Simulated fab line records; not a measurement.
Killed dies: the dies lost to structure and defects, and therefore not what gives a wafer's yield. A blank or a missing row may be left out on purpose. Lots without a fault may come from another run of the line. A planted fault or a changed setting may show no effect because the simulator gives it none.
One fault through the eyes of 2 desks | flow sky130 | only its own numbers are on each desk; what lay behind them is given at the end

== AT THE TOOL OWNER'S DESK: rie-diel-04 ==
The tool's own readings at SKY_VIA1_ETCH_14 (etches BARC in N2/H2, stops on SiO2, time 45.9 s, target depth 60 nm): means of the sampled wafers that have a number, for each lot that ran on this tool. If a lot's mean is further than 4 standard deviations from the usual mean, the lot is out of limits and carries the mark OUT (the distance appears in the brackets).
Columns: A = drypump-motor-current-A at SKY_VIA1_ETCH_14, usual 5.7 A; B = n2-flow-sccm at SKY_VIA1_ETCH_14, usual 100.0 sccm; C = oes-product-au at SKY_VIA1_ETCH_14, usual 0.855 a.u.; D = throttle-valve-pct at SKY_VIA1_ETCH_14, usual 13.226 %
lot  | first seen here | A   | B     | C     | D
L460 | day 34 11:29    | 5.2 | 100.2 | 0.854 | 13.228
L465 | day 37 08:39    | 5.8 | 100.3 | 0.850 | 13.229
L469 | day 37 16:51    | 5.4 | 100.2 | 0.854 | 13.224
L476 | day 39 20:09    | 5.4 | 100.1 | 0.860 | 13.230
L478 | day 40 03:08    | 5.6 | 100.1 | 0.857 | 13.216
This desk's finding: nothing out of limits on any of the 5 lots.

== THE METROLOGY DESK ==
Means of the sampled wafers that have a number, per lot and without regard to the tool the lot ran on: this is what the gauges read. If a lot's mean is further than 4 standard deviations from the usual mean, the lot is out of limits and carries the mark OUT (the distance appears in the brackets).
Columns: A = PASSIVATION_CVD_00_THK at SKY_PASSIVATION_THK_MEAS_01, usual 90.0 nm
lot  | first seen here | A
L458 | day 43 15:17    | 88.9
L459 | day 43 23:41    | 90.3
L460 | day 44 03:41    | 91.2
L464 | day 46 05:22    | 90.4
L466 | day 46 09:57    | 90.0
L467 | day 46 11:54    | 90.1
L465 | day 46 12:32    | 89.6
L468 | day 46 13:18    | 89.1
L469 | day 46 18:29    | 89.9
L476 | day 48 20:44    | 89.7
L478 | day 48 23:56    | 91.4
This desk's finding: nothing out of limits on any of the 11 lots.

== PUT TOGETHER ==
Nothing out of limits was seen by the tool owner's desk.
The metrology desk saw nothing out of limits.

== WHAT THE SIMULATOR HAD INSERTED ==
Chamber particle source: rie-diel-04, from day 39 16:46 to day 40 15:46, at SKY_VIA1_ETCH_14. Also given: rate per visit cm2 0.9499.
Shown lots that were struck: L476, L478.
